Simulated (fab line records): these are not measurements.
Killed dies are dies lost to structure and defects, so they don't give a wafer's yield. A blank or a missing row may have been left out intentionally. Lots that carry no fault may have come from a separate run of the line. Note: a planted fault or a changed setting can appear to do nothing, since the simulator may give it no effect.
fab line records + flow sky130
[record]
- lots = 14
- wafers = 42
- last-day = 50
route steps=708 shown METAL3@565 VIA3@586
lots that met no fault: from a run of the same line without faults
start-h: start of the lot's first displayed wafer, in hours after the record's first day + wait-h: how many hours have passed since the lot's step before this one + " as in the row above + L1.1+2: a single row standing in for several wafers + - no value present, or no start provided + * or withheld: withheld + < > ~ a bound
route shown NAME@n: names a module that has steps shown in the file, with the first one's number in the route + usual: mean/standard deviation taken from wafers without a fault + same: alike in all rows + chamber/n: place in a boat + sites: the reading at each site + _std_site: the values' standard deviation + _edge_site: inner sites' mean taken away from outer sites' mean + radius-mm: for every site, how far away it sits from the centre of the wafer + mask NAME#n: copy n + behind: tool/chamber where the wafer was last shaped + hold: why the lot went on hold/how many hours it stayed there/how the hold came to an end + device: whichever transistor did not switch (one of n, p or np) + end of line: the tests these same wafers got at the end of their route + where a step has no rows: the recipe by itself + killed: dies that structure and defects cost at the first sort, which is not the same as the wafer's yield + map: a wafer's dies, marking killed ones x, the rest . and places with no die _
set.NAME: the setting the step ran with; set.NAME@STEP: the setting that earlier step ran with + model.NAME: the simulator's own value behind a step, which no gauge read
the route's steps for a sample of lots (tables are steps, rows are wafers)
services: the hour from which a tool's chamber was out of use, counted from the record's first day as start-h (under 0 if before that day), plus the number of hours and why
[[steps]]
[step SKY_METAL3_DESCUM_15]
[recipe]
- chemistry = O2
- source-power-w = 150
- bias-power-w = 0
- pressure-mtorr = 10
- temp-c = 40
- time-s = 8
[usual]
- drypump-motor-current-A = 5.9/0.35
- oes-product-au = 1.004/0.0084
| lot.wafer | tool         | chamber | start-h | wait-h | drypump-motor-current-A | oes-product-au | rf-hours-counter-h |
|-----------|--------------|---------|---------|--------|-------------------------|----------------|--------------------|
| L182.1    | rie-metal-04 | 0       | 881.50  | 0.0    | 5.5                     | 0.990          | 3                  |
| L182.3    | "            | 1       | "       | "      | 6.2                     | 1.016          | -                  |
| L182.5    | "            | 1       | "       | "      | 6.2                     | 1.004          | -                  |
| L184.2    | rie-metal-04 | 1       | 901.88  | 0.0    | 6.3                     | 1.011          | 8                  |
| L184.4    | "            | 1       | "       | "      | 6.2                     | 1.020          | -                  |
| L184.5    | "            | 0       | "       | "      | 5.5                     | 1.003          | -                  |
| L185.2    | rie-metal-02 | 1       | 914.13  | 0.0    | 5.8                     | 1.003          | -                  |
| L185.3    | "            | 1       | "       | "      | 5.8                     | 0.998          | -                  |
| L185.6    | "            | 1       | "       | "      | 5.8                     | 1.004          | -                  |
| L186.1    | rie-metal-04 | 1       | 927.92  | 0.0    | 6.2                     | 1.004          | 9                  |
| L186.2    | "            | 0       | "       | "      | 5.5                     | 1.010          | 5                  |
| L186.3    | "            | 0       | "       | "      | 5.5                     | 1.007          | -                  |
| L188.2    | rie-metal-03 | 0       | 945.42  | 0.0    | 6.3                     | 0.995          | 13                 |
| L188.3    | "            | 1       | "       | "      | 5.7                     | 0.997          | -                  |
| L188.4    | "            | 0       | "       | "      | 6.3                     | 1.000          | -                  |
| L189.1    | rie-metal-04 | 0       | 953.52  | 0.0    | 5.5                     | 1.007          | 6                  |
| L189.5    | "            | 1       | "       | "      | 6.2                     | 1.013          | -                  |
| L189.6    | "            | 0       | "       | "      | 5.4                     | 0.992          | -                  |
| L190.1    | rie-metal-02 | 1       | 960.89  | 0.0    | 5.8                     | 1.000          | 9                  |
| L190.2    | "            | 1       | "       | "      | 5.8                     | 1.000          | -                  |
| L190.5    | "            | 1       | "       | "      | 5.8                     | 1.005          | -                  |
| L191.1    | rie-metal-02 | 1       | 971.68  | 0.0    | 5.8                     | 0.992          | 9                  |
| L191.3    | "            | 1       | "       | "      | 5.8                     | 0.996          | -                  |
| L191.5    | "            | 1       | "       | "      | 5.8                     | 0.981          | -                  |
| L193.3    | rie-metal-04 | 1       | 972.04  | 0.0    | 6.2                     | 1.002          | -                  |
| L193.4    | "            | 0       | "       | "      | 5.5                     | 0.997          | -                  |
| L193.6    | "            | 0       | "       | "      | 5.5                     | 1.001          | -                  |
| L198.3    | rie-metal-04 | 1       | 1022.08 | 0.0    | 6.3                     | 1.013          | -                  |
| L198.5    | "            | 0       | "       | "      | 5.5                     | 0.997          | -                  |
| L198.6    | "            | 1       | "       | "      | 6.2                     | 1.012          | -                  |
| L202.3    | rie-metal-04 | 0       | 1047.33 | 0.0    | 5.5                     | 0.997          | -                  |
| L202.4    | "            | 1       | "       | "      | 6.2                     | 1.015          | -                  |
| L202.5    | "            | 0       | "       | "      | 5.5                     | 0.997          | -                  |
| L204.1    | rie-metal-02 | 0       | 1062.02 | 0.0    | 4.9                     | 0.994          | 1                  |
| L204.3    | "            | 0       | "       | "      | 4.9                     | 0.993          | -                  |
| L204.6    | "            | 0       | "       | "      | 4.9                     | 0.989          | -                  |
| L203.1    | rie-metal-03 | 1       | 1062.97 | 0.0    | 5.7                     | 1.013          | 24                 |
| L203.3    | "            | 1       | "       | "      | 5.7                     | 1.007          | -                  |
| L203.6    | "            | 1       | "       | "      | 5.7                     | 1.000          | -                  |
| L205.1    | rie-metal-03 | 1       | 1067.13 | 0.0    | 5.7                     | 1.014          | 25                 |
| L205.2    | "            | 0       | "       | "      | 6.3                     | 1.003          | 20                 |
| L205.3    | "            | 1       | "       | "      | 5.7                     | 1.000          | -                  |
[step SKY_VIA3_OVL_MEAS_13]
[usual]
- VIA3_OVL = 2/6.5
| lot.wafer | tool       | chamber | start-h | wait-h | VIA3_OVL[nm] |
|-----------|------------|---------|---------|--------|--------------|
| L182.1    | overlay-02 | -       | 908.38  | 0.1    | 13           |
| L182.3    | "          | -       | "       | "      | 15           |
| L182.5    | "          | -       | "       | "      | 14           |
| L184.2    | overlay-01 | -       | 928.39  | 0.1    | 3            |
| L184.4    | "          | -       | "       | "      | 4            |
| L184.5    | "          | -       | "       | "      | 12           |
| L185.2    | overlay-02 | -       | 939.16  | 0.1    | 2            |
| L185.3    | "          | -       | "       | "      | 0            |
| L185.6    | "          | -       | "       | "      | 7            |
| L186.1    | overlay-02 | -       | 953.91  | 0.1    | 4            |
| L186.2    | "          | -       | "       | "      | 0            |
| L186.3    | "          | -       | "       | "      | 4            |
| L188.2    | overlay-01 | -       | 971.84  | 0.1    | 9            |
| L188.3    | "          | -       | "       | "      | 8            |
| L188.4    | "          | -       | "       | "      | 8            |
| L189.1    | overlay-02 | -       | 978.91  | 0.1    | 11           |
| L189.5    | "          | -       | "       | "      | 5            |
| L189.6    | "          | -       | "       | "      | 7            |
| L190.1    | overlay-02 | -       | 986.68  | 0.1    | 4            |
| L190.2    | "          | -       | "       | "      | 15           |
| L190.5    | "          | -       | "       | "      | 10           |
| L191.1    | overlay-02 | -       | 996.78  | 0.1    | 0            |
| L191.3    | "          | -       | "       | "      | 7            |
| L191.5    | "          | -       | "       | "      | 1            |
| L193.3    | overlay-01 | -       | 997.14  | 0.1    | 3            |
| L193.4    | "          | -       | "       | "      | 2            |
| L193.6    | "          | -       | "       | "      | -1           |
| L198.3    | overlay-02 | -       | 1046.00 | 0.1    | 0            |
| L198.5    | "          | -       | "       | "      | 3            |
| L198.6    | "          | -       | "       | "      | -1           |
| L202.3    | overlay-01 | -       | 1070.15 | 0.1    | 5            |
| L202.4    | "          | -       | "       | "      | 7            |
| L202.5    | "          | -       | "       | "      | 8            |
| L204.1    | overlay-02 | -       | 1084.18 | 0.1    | 0            |
| L204.3    | "          | -       | "       | "      | 6            |
| L204.6    | "          | -       | "       | "      | 9            |
| L203.1    | overlay-02 | -       | 1085.33 | 0.1    | -7           |
| L203.3    | "          | -       | "       | "      | -5           |
| L203.6    | "          | -       | "       | "      | -2           |
| L205.1    | overlay-02 | -       | 1089.41 | 0.1    | 3            |
| L205.2    | "          | -       | "       | "      | 11           |
| L205.3    | "          | -       | "       | "      | 11           |
[step SKY_VIA3_ETCH_14]
[recipe]
- chemistry = N2/H2
- target = BARC
- ion-energy-ev = 200
- source-w = 500
- bias-w = 100
- pressure-mtorr = 30
- n2-flow-sccm = 100
- h2-flow-sccm = 200
- stop-on = SiO2
- time-s = 45.9
- target-depth-a = 600
[usual]
- drypump-motor-current-A = 5.7/0.5
- oes-product-au = 0.855/0.0045
- run-length-s = 74.1/0.41
- throttle-valve-pct = 13.224/0.0092
| lot.wafer | tool        | chamber | start-h | wait-h | drypump-motor-current-A | oes-product-au | rf-hours-counter-h | run-length-s | throttle-valve-pct |
|-----------|-------------|---------|---------|--------|-------------------------|----------------|--------------------|--------------|--------------------|
| L182.1    | rie-diel-04 | 3       | 908.42  | 0.0    | 5.9                     | 0.853          | 4                  | 73.7         | 13.220             |
| L182.3    | "           | 0       | "       | "      | 6.3                     | 0.851          | 7                  | 73.7         | 13.215             |
| L182.5    | "           | 0       | "       | "      | 6.3                     | 0.854          | -                  | 73.8         | 13.206             |
| L184.2    | rie-diel-02 | 1       | 928.42  | 0.0    | 5.8                     | 0.866          | 26                 | 74.1         | 13.231             |
| L184.4    | "           | 2       | "       | "      | 6.2                     | 0.863          | 16                 | 73.6         | 13.215             |
| L184.5    | "           | 1       | "       | "      | 5.8                     | 0.857          | -                  | 74.2         | 13.218             |
| L185.2    | rie-diel-01 | 1       | 939.19  | 0.0    | 5.4                     | 0.853          | 8                  | 74.0         | 13.220             |
| L185.3    | "           | 0       | "       | "      | 5.1                     | 0.854          | 11                 | 74.6         | 13.230             |
| L185.6    | "           | 0       | "       | "      | 5.1                     | 0.852          | -                  | 74.6         | 13.215             |
| L186.1    | rie-diel-04 | 1       | 953.94  | 0.0    | 4.8                     | 0.852          | 9                  | 74.1         | 13.229             |
| L186.2    | "           | 3       | "       | "      | 5.9                     | 0.849          | 6                  | 73.8         | 13.226             |
| L186.3    | "           | 2       | "       | "      | 4.7                     | 0.847          | 16                 | 74.4         | 13.223             |
| L188.2    | rie-diel-04 | 3       | 971.87  | 0.0    | 5.9                     | 0.857          | 6                  | 73.6         | 13.203             |
| L188.3    | "           | 2       | "       | "      | 4.6                     | 0.856          | 16                 | 74.3         | 13.227             |
| L188.4    | "           | 1       | "       | "      | 4.8                     | 0.851          | 10                 | 73.9         | 13.227             |
| L189.1    | rie-diel-04 | 3       | 978.94  | 0.0    | 5.9                     | 0.859          | 7                  | 73.2         | 13.218             |
| L189.5    | "           | 3       | "       | "      | 5.9                     | 0.855          | -                  | 73.7         | 13.208             |
| L189.6    | "           | 0       | "       | "      | 6.3                     | 0.857          | -                  | 74.1         | 13.214             |
| L190.1    | rie-diel-02 | 2       | 986.72  | 0.0    | 6.2                     | 0.855          | 18                 | 73.4         | 13.209             |
| L190.2    | "           | 3       | "       | "      | 5.2                     | 0.850          | 13                 | 74.2         | 13.220             |
| L190.5    | "           | 3       | "       | "      | 5.2                     | 0.853          | -                  | 74.3         | 13.240             |
| L191.1    | rie-diel-02 | 2       | 996.82  | 0.0    | 6.2                     | 0.856          | 18                 | 73.4         | 13.230             |
| L191.3    | "           | 1       | "       | "      | 5.8                     | 0.854          | 28                 | 73.4         | 13.226             |
| L191.5    | "           | 2       | "       | "      | 6.2                     | 0.850          | -                  | 73.4         | 13.229             |
| L193.3    | rie-diel-04 | 3       | 997.17  | 0.0    | 5.9                     | 0.848          | 8                  | 73.6         | 13.228             |
| L193.4    | "           | 2       | "       | "      | 4.6                     | 0.849          | 17                 | 74.8         | 13.225             |
| L193.6    | "           | 3       | "       | "      | 5.9                     | 0.857          | -                  | 73.5         | 13.222             |
| L198.3    | rie-diel-01 | 3       | 1046.02 | 0.0    | 6.1                     | 0.853          | 15                 | 74.4         | 13.233             |
| L198.5    | "           | 0       | "       | "      | 5.0                     | 0.857          | -                  | 74.6         | 13.234             |
| L198.6    | "           | 3       | "       | "      | 6.1                     | 0.858          | -                  | 74.9         | 13.221             |
| L202.3    | rie-diel-01 | 1       | 1070.17 | 0.0    | 5.4                     | 1.015          | 12                 | 59.9         | 13.228             |
| L202.4    | "           | 0       | "       | "      | 5.1                     | 0.987          | -                  | 60.7         | 13.238             |
| L202.5    | "           | 2       | "       | "      | 5.9                     | 1.006          | -                  | 60.3         | 13.237             |
| L204.1    | rie-diel-02 | 0       | 1084.22 | 0.0    | 5.8                     | 0.857          | 19                 | 73.8         | 13.237             |
| L204.3    | "           | 3       | "       | "      | 5.2                     | 0.858          | 16                 | 74.1         | 13.222             |
| L204.6    | "           | 0       | "       | "      | 5.8                     | 0.857          | -                  | 74.7         | 13.223             |
| L203.1    | rie-diel-01 | 3       | 1085.37 | 0.0    | 6.0                     | 1.000          | 16                 | 60.4         | 13.239             |
| L203.3    | "           | 0       | "       | "      | 5.1                     | 1.000          | 15                 | 61.1         | 13.226             |
| L203.6    | "           | 0       | "       | "      | 5.0                     | 1.005          | -                  | 60.8         | 13.254             |
| L205.1    | rie-diel-02 | 1       | 1089.44 | 0.0    | 5.8                     | 0.843          | 1                  | 73.6         | 13.232             |
| L205.2    | "           | 0       | "       | "      | 5.8                     | 0.852          | 19                 | 74.1         | 13.235             |
| L205.3    | "           | 3       | "       | "      | 5.2                     | 0.853          | 16                 | 74.7         | 13.229             |
[step SKY_VIA3_ETCH_15]
[recipe]
- target = SiO2
- chemistry = C4F8/O2/Ar
- target-depth-nm = 507
- stop-on = TiN
- mask-material = KrF-thick
- source-w = 1500
- bias-w = 1200
- pressure-mtorr = 40
- c4f8-flow-sccm = withheld
- O2_flow_sccm = 6
- Ar_flow_sccm = 300
- time-s = 78
[usual]
- oes-product-au = 0.946/0.0047
- run-length-s = 106.2/0.41
| lot.wafer | tool        | chamber | start-h | wait-h | oes-product-au | rf-hours-counter-h | run-length-s |
|-----------|-------------|---------|---------|--------|----------------|--------------------|--------------|
| L182.1    | rie-diel-04 | 3       | 908.46  | 0.0    | 0.946          | 4                  | 106.0        |
| L182.3    | "           | 0       | "       | "      | 0.940          | 7                  | 106.2        |
| L182.5    | "           | 0       | "       | "      | 0.943          | -                  | 105.8        |
| L184.2    | rie-diel-02 | 1       | 928.46  | 0.0    | 0.952          | 26                 | 105.8        |
| L184.4    | "           | 2       | "       | "      | 0.943          | 16                 | 105.5        |
| L184.5    | "           | 1       | "       | "      | 0.943          | -                  | 105.5        |
| L185.2    | rie-diel-01 | 1       | 939.24  | 0.0    | 0.946          | 8                  | 106.0        |
| L185.3    | "           | 0       | "       | "      | 0.941          | 11                 | 106.8        |
| L185.6    | "           | 0       | "       | "      | 0.937          | -                  | 106.9        |
| L186.1    | rie-diel-04 | 1       | 953.99  | 0.0    | 0.951          | 9                  | 106.1        |
| L186.2    | "           | 3       | "       | "      | 0.953          | 6                  | 105.7        |
| L186.3    | "           | 2       | "       | "      | 0.946          | 16                 | 106.6        |
| L188.2    | rie-diel-04 | 3       | 971.91  | 0.0    | 0.944          | 6                  | 105.7        |
| L188.3    | "           | 2       | "       | "      | 0.944          | 16                 | 106.7        |
| L188.4    | "           | 1       | "       | "      | 0.945          | 10                 | 106.4        |
| L189.1    | rie-diel-04 | 3       | 979.01  | 0.0    | 0.946          | 7                  | 105.5        |
| L189.5    | "           | 3       | "       | "      | 0.948          | -                  | 105.7        |
| L189.6    | "           | 0       | "       | "      | 0.952          | -                  | 106.2        |
| L190.1    | rie-diel-02 | 2       | 986.76  | 0.0    | 0.943          | 18                 | 105.6        |
| L190.2    | "           | 3       | "       | "      | 0.952          | 13                 | 106.6        |
| L190.5    | "           | 3       | "       | "      | 0.947          | -                  | 106.7        |
| L191.1    | rie-diel-02 | 2       | 996.86  | 0.0    | 0.945          | 18                 | 105.9        |
| L191.3    | "           | 1       | "       | "      | 0.945          | 28                 | 105.6        |
| L191.5    | "           | 2       | "       | "      | 0.950          | -                  | 106.0        |
| L193.3    | rie-diel-04 | 3       | 997.21  | 0.0    | 0.947          | 8                  | 106.0        |
| L193.4    | "           | 2       | "       | "      | 0.950          | 17                 | 106.7        |
| L193.6    | "           | 3       | "       | "      | 0.947          | -                  | 105.7        |
| L198.3    | rie-diel-01 | 3       | 1046.06 | 0.0    | 0.954          | 15                 | 106.4        |
| L198.5    | "           | 0       | "       | "      | 0.948          | -                  | 106.9        |
| L198.6    | "           | 3       | "       | "      | 0.947          | -                  | 106.3        |
| L202.3    | rie-diel-01 | 1       | 1070.21 | 0.0    | 0.878          | 12                 | 105.9        |
| L202.4    | "           | 0       | "       | "      | 0.826          | -                  | 107.3        |
| L202.5    | "           | 2       | "       | "      | 0.878          | -                  | 106.5        |
| L204.1    | rie-diel-02 | 0       | 1084.26 | 0.0    | 0.948          | 19                 | 106.2        |
| L204.3    | "           | 3       | "       | "      | 0.948          | 16                 | 106.4        |
| L204.6    | "           | 0       | "       | "      | 0.944          | -                  | 106.0        |
| L203.1    | rie-diel-01 | 3       | 1085.41 | 0.0    | 0.808          | 16                 | 106.6        |
| L203.3    | "           | 0       | "       | "      | 0.845          | 15                 | 106.9        |
| L203.6    | "           | 0       | "       | "      | 0.859          | -                  | 106.8        |
| L205.1    | rie-diel-02 | 1       | 1089.49 | 0.0    | 0.941          | 1                  | 105.9        |
| L205.2    | "           | 0       | "       | "      | 0.950          | 19                 | 106.1        |
| L205.3    | "           | 3       | "       | "      | 0.941          | 16                 | 106.5        |
[step SKY_VIA3_STRIP_16]
[recipe]
- chemistry = O2/N2
- power-w = 1400
- pressure-mtorr = 1500
- platen-temp-c = withheld
- o2-flow-sccm = 3000
- n2-flow-sccm = 300
- overash-fraction = 0.5
[usual]
- drypump-motor-current-A = 5.6/0.37
- oes-product-au = 0.402/0.0045
- strip-time-to-endpoint-s = 4.138/0.026
| lot.wafer | tool            | chamber | start-h | wait-h | drypump-motor-current-A | oes-product-au | rf-hours-counter-h | strip-time-to-endpoint-s |
|-----------|-----------------|---------|---------|--------|-------------------------|----------------|--------------------|--------------------------|
| L182.1    | plasma-asher-02 | 1       | 908.52  | 0.0    | 6.1                     | 0.403          | 50                 | 4.075                    |
| L182.3    | "               | 0       | "       | "      | 5.8                     | 0.405          | -                  | 4.143                    |
| L182.5    | "               | 0       | "       | "      | 5.9                     | 0.409          | -                  | 4.154                    |
| L184.2    | plasma-asher-02 | 0       | 928.52  | 0.0    | 5.8                     | 0.411          | 52                 | 4.136                    |
| L184.4    | "               | 0       | "       | "      | 5.8                     | 0.402          | -                  | 4.173                    |
| L184.5    | "               | 0       | "       | "      | 5.9                     | 0.404          | -                  | 4.158                    |
| L185.2    | plasma-asher-01 | 0       | 939.30  | 0.0    | 5.1                     | 0.405          | 97                 | 4.096                    |
| L185.3    | "               | 1       | "       | "      | 5.2                     | 0.406          | -                  | 4.130                    |
| L185.6    | "               | 1       | "       | "      | 5.2                     | 0.406          | -                  | 4.128                    |
| L186.1    | plasma-asher-01 | 0       | 954.05  | 0.0    | 5.1                     | 0.406          | 99                 | 4.122                    |
| L186.2    | "               | 1       | "       | "      | 5.2                     | 0.399          | 99                 | 4.094                    |
| L186.3    | "               | 0       | "       | "      | 5.1                     | 0.400          | -                  | 4.160                    |
| L188.2    | plasma-asher-04 | 0       | 971.97  | 0.0    | 5.6                     | 0.404          | 22                 | 4.121                    |
| L188.3    | "               | 0       | "       | "      | 5.6                     | 0.408          | -                  | 4.175                    |
| L188.4    | "               | 1       | "       | "      | 5.9                     | 0.398          | -                  | 4.148                    |
| L189.1    | plasma-asher-01 | 1       | 979.10  | 0.1    | 5.1                     | 0.402          | 102                | 4.120                    |
| L189.5    | "               | 1       | "       | "      | 5.2                     | 0.401          | -                  | 4.118                    |
| L189.6    | "               | 0       | "       | "      | 5.2                     | 0.407          | -                  | 4.163                    |
| L190.1    | plasma-asher-04 | 0       | 986.82  | 0.0    | 5.6                     | 0.398          | 24                 | 4.142                    |
| L190.2    | "               | 1       | "       | "      | 5.9                     | 0.401          | 24                 | 4.135                    |
| L190.5    | "               | 1       | "       | "      | 5.9                     | 0.394          | -                  | 4.149                    |
| L191.1    | plasma-asher-01 | 0       | 996.92  | 0.0    | 5.1                     | 0.395          | 104                | 4.129                    |
| L191.3    | "               | 1       | "       | "      | 5.2                     | 0.394          | -                  | 4.159                    |
| L191.5    | "               | 0       | "       | "      | 5.1                     | 0.397          | -                  | 4.115                    |
| L193.3    | plasma-asher-04 | 0       | 997.30  | 0.1    | 5.6                     | 0.404          | -                  | 4.094                    |
| L193.4    | "               | 1       | "       | "      | 5.9                     | 0.406          | -                  | 4.128                    |
| L193.6    | "               | 0       | "       | "      | 5.6                     | 0.390          | -                  | 4.109                    |
| L198.3    | plasma-asher-01 | 0       | 1046.16 | 0.1    | 5.1                     | 0.406          | -                  | 4.163                    |
| L198.5    | "               | 0       | "       | "      | 5.1                     | 0.407          | -                  | 4.133                    |
| L198.6    | "               | 1       | "       | "      | 5.2                     | 0.402          | -                  | 4.170                    |
| L202.3    | plasma-asher-02 | 0       | 1070.31 | 0.1    | 5.9                     | 0.401          | -                  | 4.277                    |
| L202.4    | "               | 1       | "       | "      | 6.1                     | 0.405          | -                  | 4.315                    |
| L202.5    | "               | 0       | "       | "      | 5.9                     | 0.408          | -                  | 4.271                    |
| L204.1    | plasma-asher-02 | 1       | 1084.32 | 0.0    | 6.1                     | 0.401          | 66                 | 4.135                    |
| L204.3    | "               | 1       | "       | "      | 6.1                     | 0.401          | -                  | 4.148                    |
| L204.6    | "               | 0       | "       | "      | 5.9                     | 0.404          | -                  | 4.096                    |
| L203.1    | plasma-asher-02 | 0       | 1085.47 | 0.0    | 5.9                     | 0.406          | 66                 | 4.301                    |
| L203.3    | "               | 1       | "       | "      | 6.1                     | 0.403          | -                  | 4.262                    |
| L203.6    | "               | 0       | "       | "      | 5.9                     | 0.392          | -                  | 4.288                    |
| L205.1    | plasma-asher-02 | 1       | 1089.55 | 0.0    | 6.2                     | 0.404          | 66                 | 4.165                    |
| L205.2    | "               | 0       | "       | "      | 5.8                     | 0.403          | 66                 | 4.111                    |
| L205.3    | "               | 1       | "       | "      | 6.1                     | 0.400          | -                  | 4.115                    |
[step SKY_VIA3_SPUTTER_20]
[recipe]
- material = TiN
- target-thk-nm = 20
- chamber-pressure-pa = 5
- power-w = 4000
- time-s = 80
[usual]
- throttle-valve-pct = 30.2/1.1
| lot.wafer | tool           | chamber | start-h | wait-h | throttle-valve-pct |
|-----------|----------------|---------|---------|--------|--------------------|
| L182.1    | pvd-sputter-02 | -       | 909.15  | 0.0    | 30.3               |
| L182.3    | "              | -       | "       | "      | 30.1               |
| L182.5    | "              | -       | "       | "      | 30.1               |
| L184.2    | pvd-sputter-01 | -       | 929.12  | 0.0    | 29.5               |
| L184.4    | "              | -       | "       | "      | 30.7               |
| L184.5    | "              | -       | "       | "      | 29.8               |
| L185.2    | pvd-sputter-04 | -       | 939.89  | 0.0    | 29.2               |
| L185.3    | "              | -       | "       | "      | 32.3               |
| L185.6    | "              | -       | "       | "      | 32.4               |
| L186.1    | pvd-sputter-02 | -       | 954.68  | 0.0    | 30.2               |
| L186.2    | "              | -       | "       | "      | 29.1               |
| L186.3    | "              | -       | "       | "      | 28.2               |
| L188.2    | pvd-sputter-04 | -       | 972.59  | 0.0    | 32.2               |
| L188.3    | "              | -       | "       | "      | 29.6               |
| L188.4    | "              | -       | "       | "      | 32.2               |
| L189.1    | pvd-sputter-01 | -       | 979.72  | 0.0    | 30.4               |
| L189.5    | "              | -       | "       | "      | 30.7               |
| L189.6    | "              | -       | "       | "      | 30.3               |
| L190.1    | pvd-sputter-01 | -       | 987.42  | 0.0    | 29.6               |
| L190.2    | "              | -       | "       | "      | 30.7               |
| L190.5    | "              | -       | "       | "      | 30.4               |
| L191.1    | pvd-sputter-01 | -       | 997.52  | 0.0    | 30.3               |
| L191.3    | "              | -       | "       | "      | 30.6               |
| L191.5    | "              | -       | "       | "      | 29.5               |
| L193.3    | pvd-sputter-01 | -       | 997.87  | 0.0    | 30.4               |
| L193.4    | "              | -       | "       | "      | 30.5               |
| L193.6    | "              | -       | "       | "      | 31.0               |
| L198.3    | pvd-sputter-02 | -       | 1046.75 | 0.0    | 30.1               |
| L198.5    | "              | -       | "       | "      | 29.1               |
| L198.6    | "              | -       | "       | "      | 30.2               |
| L202.3    | pvd-sputter-01 | -       | 1071.27 | 0.0    | 30.5               |
| L202.4    | "              | -       | "       | "      | 30.4               |
| L202.5    | "              | -       | "       | "      | 30.1               |
| L204.1    | pvd-sputter-02 | -       | 1085.32 | 0.0    | 30.5               |
| L204.3    | "              | -       | "       | "      | 29.1               |
| L204.6    | "              | -       | "       | "      | 30.1               |
| L203.1    | pvd-sputter-04 | -       | 1086.13 | 0.0    | 28.2               |
| L203.3    | "              | -       | "       | "      | 32.3               |
| L203.6    | "              | -       | "       | "      | 29.4               |
| L205.1    | pvd-sputter-01 | -       | 1090.14 | 0.0    | 30.8               |
| L205.2    | "              | -       | "       | "      | 29.6               |
| L205.3    | "              | -       | "       | "      | 30.7               |
[[services]]
| tool            | chamber | start-h | hours | kind   |
|-----------------|---------|---------|-------|--------|
| rie-diel-04     | 0       | 859.97  | 1.6   | repair |
| rie-diel-01     | 1       | 862.78  | 9.1   | repair |
| plasma-asher-01 | -       | 872.42  | 2.1   | repair |
| rie-diel-02     | 3       | 881.37  | 9.0   | repair |
| plasma-asher-04 | -       | 881.52  | 2.8   | pm     |
| pvd-sputter-01  | -       | 892.39  | 7.3   | repair |
| plasma-asher-01 | -       | 898.01  | 2.8   | pm     |
| rie-metal-02    | 0       | 898.25  | 75.1  | repair |
| rie-diel-04     | 1       | 976.62  | 16.8  | repair |
| rie-diel-04     | 2       | 978.34  | 9.4   | repair |
| pvd-sputter-02  | -       | 978.97  | 7.7   | repair |
| pvd-sputter-01  | -       | 984.57  | 1.2   | repair |
| plasma-asher-01 | -       | 989.01  | 1.1   | repair |
| rie-diel-02     | 3       | 993.46  | 9.8   | repair |
| pvd-sputter-02  | -       | 996.28  | 1.3   | repair |
| pvd-sputter-02  | -       | 997.45  | 8.9   | repair |
| rie-diel-04     | -       | 1001.71 | 2.8   | pm     |
| pvd-sputter-01  | -       | 1015.28 | 2.1   | repair |
| rie-diel-01     | 2       | 1021.84 | 5.4   | repair |
| pvd-sputter-02  | -       | 1041.83 | 2.8   | repair |
| rie-metal-02    | -       | 1043.40 | 0.2   | repair |
| plasma-asher-01 | -       | 1055.30 | 9.0   | pm     |
| pvd-sputter-01  | -       | 1058.95 | 10.0  | repair |
| rie-diel-01     | 3       | 1069.94 | 14.9  | repair |
[[key]]
[first-sign]
- step = SKY_VIA3_ETCH_14
- reading = run-length-s
- direction = down
- sigmas = 33
- usual = *
- struck = *
[effect]
- step = SKY_VIA3_ETCH_14
- reading = oes-product-au
- direction = up
- sigmas = 33
- usual = 0.855
- struck = 1.002
[effect]
- step = SKY_VIA3_ETCH_15
- reading = oes-product-au
- direction = down
- sigmas = 21
- usual = 0.946
- struck = 0.849
[effect]
- step = SKY_VIA3_STRIP_16
- reading = strip-time-to-endpoint-s
- direction = up
- sigmas = 5.6
- usual = *
- struck = *
met-at SKY_VIA3_ETCH_14
struck-lots L202,L203
sort-left-out L202.3,L202.4,L202.5,L203.1,L203.3,L203.6
not-acting-at SKY_METAL3_DESCUM_15,SKY_VIA3_OVL_MEAS_13,SKY_VIA3_SPUTTER_20
onset-between 1046.02 1070.17
[fault]
- kind = process-parameter-drift
- tool = rie-diel-01
- chamber = -
- onset-h = 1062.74
- steps = SKY_VIA3_ETCH_14
- channel = time-s
- offset = *
- shape = step
- end-h = 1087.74
- acts-in = *
- stated = *
// sort-left-out: the simulated sort isn't trusted on such a fault, so these wafers' sort isn't shown, and their yield isn't known
